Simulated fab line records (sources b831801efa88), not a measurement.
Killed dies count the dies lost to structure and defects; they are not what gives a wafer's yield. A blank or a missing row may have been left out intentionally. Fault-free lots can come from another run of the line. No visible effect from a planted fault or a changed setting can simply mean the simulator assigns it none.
Which tool is to blame? + flow sky130 + Sampling: 13 lots, 38 wafers, 5 of 708 route steps

== WHAT THE GAUGES SHOWED, per wafer ==
SKY_POLY_GATE_THK_MEAS_01.
| lot  | measured     | on            | POLY_GATE_CVD_00_THK (nm) |
|------|--------------|---------------|---------------------------|
| L547 | day 13 19:14 | film_metro-04 | 179.9 180.1 180.6         |
| L548 | day 13 23:47 | film_metro-04 | 179.8 180.6 179.4         |
| L550 | day 15 00:23 | film_metro-02 | 179.9 178.7 180.5         |
| L551 | day 15 07:29 | film_metro-03 | 178.8 179.1 180.3         |
| L552 | day 15 13:18 | film_metro-02 | 176.4 178.0 177.4         |
| L558 | day 17 17:37 | film_metro-04 | 181.1 180.1               |
| L559 | day 18 01:41 | film_metro-02 | 178.3 180.0 178.5         |
| L565 | day 20 15:59 | film_metro-04 | 178.3 178.0 177.8         |
| L566 | day 20 21:27 | film_metro-04 | 177.9 179.4 179.8         |
| L567 | day 21 04:11 | film_metro-03 | 180.0 180.2 181.8         |
| L568 | day 21 14:48 | film_metro-03 | 178.2 177.2 179.6         |
| L569 | day 22 03:05 | film_metro-04 | 177.5 177.5 177.9         |
| L570 | day 22 08:03 | film_metro-02 | 183.0 183.1 183.4         |

SKY_RES_PROTECT_TW_MEAS_08.
| lot  | measured     | on            | POLY_GATE_TW   |
|------|--------------|---------------|----------------|
| L547 | day 14 21:45 | film_metro-02 | 3967 3963 3978 |
| L548 | day 15 02:49 | film_metro-04 | 4105 4087 4069 |
| L550 | day 16 03:37 | film_metro-04 | 4062 4039 4083 |
| L551 | day 16 11:27 | film_metro-01 | 3952 3998 3987 |
| L552 | day 16 17:18 | film_metro-04 | 4030 4051 4045 |
| L558 | day 18 23:53 | film_metro-04 | 4078 4083      |
| L559 | day 19 07:47 | film_metro-02 | 3977 3966 3972 |
| L565 | day 22 00:01 | film_metro-02 | 3955 3956 3944 |
| L566 | day 22 04:46 | film_metro-01 | 3996 3970 3992 |
| L567 | day 22 11:10 | film_metro-01 | 3981 3984 3983 |
| L568 | day 22 21:58 | film_metro-04 | 4051 4038 4060 |
| L569 | day 23 10:21 | film_metro-04 | 4050 4065 4042 |
| L570 | day 23 14:55 | film_metro-02 | 3996 4011 3957 |

SKY_LDD_N_OVL_MEAS_07.
| lot  | measured     | on         | LDD_N_OVL (nm) |
|------|--------------|------------|----------------|
| L547 | day 17 10:18 | overlay-02 | 2.7 0.7 3.0    |
| L548 | day 17 16:03 | overlay-02 | 1.4 1.3 2.6    |
| L550 | day 18 20:42 | overlay-01 | -1.3 -0.2 -0.3 |
| L551 | day 19 02:27 | overlay-01 | 1.7 1.1 1.2    |
| L552 | day 19 07:50 | overlay-01 | 1.2 -0.8 -1.6  |
| L558 | day 21 18:52 | overlay-01 | -1.0 -0.9      |
| L559 | day 22 05:41 | overlay-02 | 1.1 2.4 0.5    |
| L565 | day 24 17:21 | overlay-01 | -1.1 1.1 1.0   |
| L566 | day 24 21:12 | overlay-01 | 1.0 0.9 -0.1   |
| L567 | day 25 04:15 | overlay-02 | 0.7 1.1 2.7    |
| L568 | day 25 13:09 | overlay-02 | 0.4 1.6 0.5    |
| L569 | day 26 00:27 | overlay-02 | 0.8 1.0 3.0    |
| L570 | day 26 05:21 | overlay-02 | 3.8 1.5 1.6    |

SKY_LDD_P_CD_MEAS_07: the cd target is 380 nm.
| lot  | measured     | on        | cd_nm (nm)              |
|------|--------------|-----------|-------------------------|
| L547 | day 18 17:48 | cd_sem-01 | 379.6 379.3 380.4       |
| L548 | day 18 22:40 | cd_sem-02 | 380.3 382.6 381.7       |
| L550 | day 20 04:38 | cd_sem-02 | 379.8 379.9 379.9       |
| L551 | day 20 10:55 | cd_sem-02 | 375.7 378.9 378.0       |
| L552 | day 20 16:12 | cd_sem-02 | 376.0 374.6 375.6       |
| L558 | day 23 02:41 | cd_sem-02 | 367.8 372.9 368.0 372.7 |
| L559 | day 23 13:27 | cd_sem-01 | 382.2 382.0 382.4       |
| L565 | day 25 23:31 | cd_sem-02 | 379.2 376.7 378.8       |
| L566 | day 26 03:16 | cd_sem-01 | 381.4 378.1 382.9       |
| L567 | day 26 09:55 | cd_sem-02 | 379.2 378.4 380.2       |
| L568 | day 26 19:33 | cd_sem-01 | 382.2 384.3 381.6       |
| L569 | day 27 05:58 | cd_sem-02 | 384.6 386.2 384.2       |
| L570 | day 27 11:07 | cd_sem-02 | 382.4 380.8 381.8       |

== WHAT TOOL EACH LOT RAN ON (gives the tool, then ch and the chambers of the sampled wafers, and finally the start) ==
| lot  | SKY_LDD_P_EXPOSE_04                 |
|------|-------------------------------------|
| L547 | iline_stepper-01 ch 0, day 18 02:10 |
| L548 | iline_stepper-01 ch 0, day 18 07:50 |
| L550 | iline_stepper-01 ch 0, day 19 12:28 |
| L551 | iline_stepper-01 ch 0, day 19 19:39 |
| L552 | iline_stepper-02 ch 0, day 20 01:10 |
| L558 | iline_stepper-01 ch 0, day 22 11:34 |
| L559 | iline_stepper-02 ch 0, day 22 22:36 |
| L565 | iline_stepper-02 ch 0, day 25 09:33 |
| L566 | iline_stepper-02 ch 0, day 25 13:46 |
| L567 | iline_stepper-01 ch 0, day 25 20:11 |
| L568 | iline_stepper-01 ch 0, day 26 05:03 |
| L569 | iline_stepper-02 ch 0, day 26 16:10 |
| L570 | iline_stepper-01 ch 0, day 26 21:14 |
- SKY_LDD_P_EXPOSE_04: exposes mask PSDM, target cd 380 nm.

== WHAT THE TOOLS THEMSELVES READ (means of the sampled wafers that have a number; where no wafer has one, the mark that the record gives instead) ==
SKY_LDD_P_EXPOSE_04.
| lot  | tool             | reticle_temp_C (C) | stage_vel_mm_s (mm/s) |
|------|------------------|--------------------|-----------------------|
| L547 | iline_stepper-01 | 22.93              | 500.07                |
| L548 | iline_stepper-01 | 23.00              | 500.26                |
| L550 | iline_stepper-01 | 23.08              | 500.17                |
| L551 | iline_stepper-01 | 22.94              | 499.77                |
| L552 | iline_stepper-02 | 23.00              | 500.08                |
| L558 | iline_stepper-01 | 23.00              | 499.93                |
| L559 | iline_stepper-02 | 23.16              | 500.02                |
| L565 | iline_stepper-02 | 23.07              | 499.81                |
| L566 | iline_stepper-02 | 23.08              | 500.19                |
| L567 | iline_stepper-01 | 22.93              | 500.28                |
| L568 | iline_stepper-01 | 23.14              | 499.82                |
| L569 | iline_stepper-02 | 23.13              | 500.07                |
| L570 | iline_stepper-01 | 23.07              | 500.19                |

== THE ANSWER, worked out from the rows above alone ==
Rule: the usual values come from the lots themselves. Put in order of their means at a reading, lots are off if they are a third of the lots or fewer, leave a main group of 4 or more, and stand apart from it by a gap of 3 or more times the standard deviation of the main group's means; of several such gaps the widest counts. The tables above print the reading to a certain number of digits; a main group whose means all agree to those digits is not used. Also off: a lot with no number at a reading for which 4 or more lots have one. The other lots that the step has rows for count as sound. The gauges are gone through in route order, then the tools' own readings, and for those a lot's mean is taken as printed above. At the first step where some lot is off, the reading lying furthest off is the one used; lots without a number count as furthest.
No lot is off at any reading shown: from this, nothing can be told.

== WHAT THE SIMULATOR HAD PUT IN ==
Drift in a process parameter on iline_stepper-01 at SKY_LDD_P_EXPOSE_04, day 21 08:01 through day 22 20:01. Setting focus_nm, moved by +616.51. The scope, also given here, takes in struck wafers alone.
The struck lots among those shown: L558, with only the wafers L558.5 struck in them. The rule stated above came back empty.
